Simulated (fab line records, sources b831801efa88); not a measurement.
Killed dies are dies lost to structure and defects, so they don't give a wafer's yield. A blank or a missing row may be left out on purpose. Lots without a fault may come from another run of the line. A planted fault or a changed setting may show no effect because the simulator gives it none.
Which tool did it? | flow gf180mcu | 13 lots, 39 wafers sampled, at 4 steps of a route of 602

WHAT THE GAUGES READ, wafer by wafer
GF_VT_IMPLANT_TW_MEAS_43. Usual: VT_IMPLANT_4_TW 686.3, standard deviation 2.6.
lot  | measured     | on            | VT_IMPLANT_4_TW   | flag
L114 | day 7 12:33  | film_metro-04 | 689.2 688.8 686.8 |
L115 | day 7 20:36  | film_metro-02 | 684.9 687.0 686.4 |
L116 | day 8 02:48  | film_metro-04 | 684.6 690.8 686.0 |
L121 | day 9 18:49  | film_metro-02 | 686.1 686.6 684.8 |
L122 | day 9 22:45  | film_metro-03 | 608.6 613.3 613.9 | OFF
L125 | day 10 18:40 | film_metro-03 | 611.3 614.0 616.0 | OFF
L126 | day 10 22:18 | film_metro-04 | 687.6 687.8 691.9 |
L131 | day 12 10:10 | film_metro-02 | 680.1 683.7 685.7 |
L132 | day 12 21:46 | film_metro-04 | 685.7 687.4 683.0 |
L133 | day 12 22:52 | film_metro-04 | 685.8 685.2 686.9 |
L135 | day 13 19:50 | film_metro-03 | 685.1 684.6 689.8 |
L136 | day 13 19:40 | film_metro-02 | 680.5 684.3 688.3 |
L137 | day 14 02:54 | film_metro-03 | 688.9 691.1 688.8 |

GF_V1_RS_MEAS_24: measures by four-point-probe. Usual: V1_W_RS 0.327 ohm/sq, standard deviation 0.0044.
lot  | measured     | on            | V1_W_RS (ohm/sq)  | flag
L114 | day 18 06:46 | film_metro-02 | 0.321 0.326 0.317 |
L115 | day 18 19:46 | film_metro-02 | 0.327 0.324 0.325 |
L116 | day 19 01:12 | film_metro-01 | 0.319 0.325 0.321 |
L121 | day 21 09:14 | film_metro-01 | 0.329 0.321 0.323 |
L122 | day 21 14:40 | film_metro-01 | 0.330 0.329 0.327 |
L125 | day 22 12:53 | film_metro-04 | 0.323 0.324 0.326 |
L126 | day 22 17:14 | film_metro-02 | 0.326 0.328 0.324 |
L131 | day 24 09:29 | film_metro-04 | 0.317 0.318 0.315 |
L132 | day 25 04:16 | film_metro-04 | 0.328 0.333 0.335 |
L133 | day 25 05:13 | film_metro-04 | 0.321 0.326 0.319 |
L135 | day 26 02:46 | film_metro-04 | 0.331 0.331 0.331 |
L136 | day 26 00:41 | film_metro-02 | 0.325 0.324 0.322 |
L137 | day 26 09:50 | film_metro-04 | 0.329 0.328 0.327 |

WHICH TOOL RAN EACH LOT (tool, then ch and the chambers of the sampled wafers, then the start)
lot  | GF_STI_ETCH_13                    | GF_VT_IMPLANT_IMPLANT_41
L114 | rie_diel-01 ch 1,2, day 2 02:26   | implanter-04 ch 0, day 7 12:18
L115 | rie_diel-01 ch 1,3, day 2 09:22   | implanter-03 ch 0, day 7 20:21
L116 | rie_diel-04 ch 0,1,2, day 2 12:35 | implanter-02 ch 0, day 8 02:33
L121 | rie_diel-04 ch 0,2, day 3 14:35   | implanter-04 ch 0, day 9 18:34
L122 | rie_diel-03 ch 1,2, day 3 18:55   | implanter-04 ch 0, day 9 22:30
L125 | rie_diel-04 ch 0,1,3, day 4 10:26 | implanter-04 ch 0, day 10 18:27
L126 | rie_diel-04 ch 0,1, day 4 15:45   | implanter-02 ch 0, day 10 22:03
L131 | rie_diel-04 ch 0,1,3, day 5 17:01 | implanter-03 ch 0, day 12 09:57
L132 | rie_diel-03 ch 0,2,3, day 6 01:31 | implanter-03 ch 0, day 12 21:31
L133 | rie_diel-01 ch 0,1,2, day 6 04:20 | implanter-02 ch 0, day 12 22:37
L135 | rie_diel-01 ch 0,1, day 6 14:34   | implanter-02 ch 0, day 13 19:36
L136 | rie_diel-04 ch 1,2,3, day 6 18:28 | implanter-02 ch 0, day 13 19:25
L137 | rie_diel-04 ch 1,3, day 6 23:16   | implanter-03 ch 0, day 14 02:39
- GF_STI_ETCH_13: etches the open film in CHF3/O2, stops on Si, target depth 282.31 nm, time 112.9 s.
- GF_VT_IMPLANT_IMPLANT_41

WHAT THE TOOLS THEMSELVES READ (means of the sampled wafers that have a number; where no wafer has one, the mark that the record gives instead)
GF_STI_ETCH_13. Usual: drypump_motor_current_A 5.7 A, standard deviation 0.42; oes_product_au 0.832 a.u., standard deviation 0.006; throttle_valve_pct 8.811 %, standard deviation 0.0086.
lot  | tool        | drypump_motor_current_A (A) | oes_product_au (a.u.) | throttle_valve_pct (%) | flag
L114 | rie_diel-01 | 5.8                         | 0.838                 | 8.814                  |
L115 | rie_diel-01 | 5.7                         | 0.830                 | 8.810                  |
L116 | rie_diel-04 | 6.1                         | 0.836                 | 8.812                  |
L121 | rie_diel-04 | 6.0                         | 0.831                 | 8.814                  |
L122 | rie_diel-03 | 5.6                         | 0.830                 | 8.805                  |
L125 | rie_diel-04 | 6.2                         | 0.833                 | 8.809                  |
L126 | rie_diel-04 | 6.0                         | 0.832                 | 8.812                  |
L131 | rie_diel-04 | 6.1                         | 0.827                 | 8.814                  |
L132 | rie_diel-03 | 5.5                         | 0.829                 | 8.808                  |
L133 | rie_diel-01 | 5.6                         | 0.831                 | 8.814                  |
L135 | rie_diel-01 | 6.1                         | 0.819                 | 8.808                  |
L136 | rie_diel-04 | 6.2                         | 0.830                 | 8.803                  |
L137 | rie_diel-04 | 6.2                         | 0.833                 | 8.810                  |

GF_VT_IMPLANT_IMPLANT_41. Usual: end_station_pressure_torr 5.04e-06 Torr, standard deviation 2.9e-07; tilt_deg 6.998 degrees, standard deviation 0.021.
lot  | tool         | end_station_pressure_torr (Torr) | tilt_deg (degrees) | flag
L114 | implanter-04 | 5.29e-06                         | 6.986              |
L115 | implanter-03 | 5.13e-06                         | 6.983              |
L116 | implanter-02 | 4.96e-06                         | 6.986              |
L121 | implanter-04 | 4.98e-06                         | 7.007              |
L122 | implanter-04 | 5.19e-06                         | 0.020              | OFF
L125 | implanter-04 | 5.05e-06                         | -0.011             | OFF
L126 | implanter-02 | 5.06e-06                         | 7.007              |
L131 | implanter-03 | 4.94e-06                         | 6.998              |
L132 | implanter-03 | 5.17e-06                         | 6.983              |
L133 | implanter-02 | 4.94e-06                         | 6.987              |
L135 | implanter-02 | 4.78e-06                         | 6.965              |
L136 | implanter-02 | 5.02e-06                         | 7.018              |
L137 | implanter-03 | 4.96e-06                         | 6.990              |

THE ANSWER, worked out from the rows above alone
Rule: a lot is off if the mean of its wafers that have a number lies more than 3 standard deviations from the usual mean. A lot without any number at a reading at which 4 lots or more have one is off too. The other lots that the step has rows for count as sound. The gauges are gone through in route order, then the tools' own readings, and for those a lot's mean is taken as printed above. The first step at which some lot is off is used, and at that step the reading that is off furthest; a lot without a number counts as furthest.
Off: L122, L125, at GF_VT_IMPLANT_TW_MEAS_43 (VT_IMPLANT_4_TW).
A tool fits if, at a process step before that reading, it ran every lot that is off, and no sound lot after the first of them. The gauges at GF_VT_IMPLANT_TW_MEAS_43 aren't tried: what is off there is off at GF_VT_IMPLANT_IMPLANT_41 too, on other tools, and a gauge's error can't cause that. One fits: implanter-04 at GF_VT_IMPLANT_IMPLANT_41. Its last sound lot is L121 (day 9 18:34), its first lot that is off L122 (day 9 22:30): a fault that began between those two fits.
The tool's own readings at GF_VT_IMPLANT_IMPLANT_41 bear it out: on the lots that are off they differ by more than 5 times the standard deviation of the sound lots' means. tilt_deg reads 0.005 degrees there against 6.992 degrees on the sound lots.

WHAT THE SIMULATOR HAD PUT IN
Process parameter drift: implanter-04, from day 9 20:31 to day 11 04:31, at GF_VT_IMPLANT_IMPLANT_41. Setting tilt_deg, moved by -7, from 7. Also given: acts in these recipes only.
Lots struck among those shown: L122, L125. The rule above found the same.
